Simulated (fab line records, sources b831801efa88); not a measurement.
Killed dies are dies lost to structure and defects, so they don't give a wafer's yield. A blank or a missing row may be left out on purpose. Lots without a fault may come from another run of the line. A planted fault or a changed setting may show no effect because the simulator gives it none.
Chamber matching | flow gf180mcu | GF_V2_CVD_02 on pecvd-03: 3 sister chambers
The step deposits SiO2 from TEOS, target thk 850 nm, time 94.851 s. 3 wafers are shown with their chamber, then 7 later ones without.

WAFERS WITH THEIR CHAMBER
wafer  | chamber | heater_power_w (W)
L601.5 | 2       | 622
L609.2 | 0       | 637
L609.3 | 1       | 681

WAFERS WITHOUT THEIR CHAMBER
wafer  | heater_power_w (W)
L609.6 | 666
L611.1 | 574
L611.2 | 694
L611.6 | 619
L612.1 | 651
L612.2 | 676
L612.4 | 541

WHICH CHAMBER EACH WENT THROUGH
wafer  | from the rows above          | in truth
L609.6 | can't be placed: 1 or 0 or 2 | 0
L611.1 | can't be placed: 2 or 0 or 1 | 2
L611.2 | can't be placed: 1 or 0 or 2 | 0
L611.6 | can't be placed: 2 or 0 or 1 | 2
L612.1 | can't be placed: 0 or 2 or 1 | 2
L612.2 | can't be placed: 1 or 0 or 2 | 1
L612.4 | can't be placed: 2 or 0 or 1 | 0
Placed correctly: 0 of 7. Can't be placed from these rows: 7 (the true chamber is among the candidates in 7). Placed wrongly: 0.
How it was worked out, from the rows above alone: a wafer's distance from a chamber is the root of the sum, over the readings, of the square of ((its reading less the chamber's mean) divided by the reading's scatter). The wafer belongs to the nearest chamber; if the next one is less than 2 further off, it can't be placed. A chamber's mean is the mean of its shown wafers. The scatter: with one shown wafer a chamber, the root of the mean of the squares of how far each hidden wafer lies from its nearest shown one.
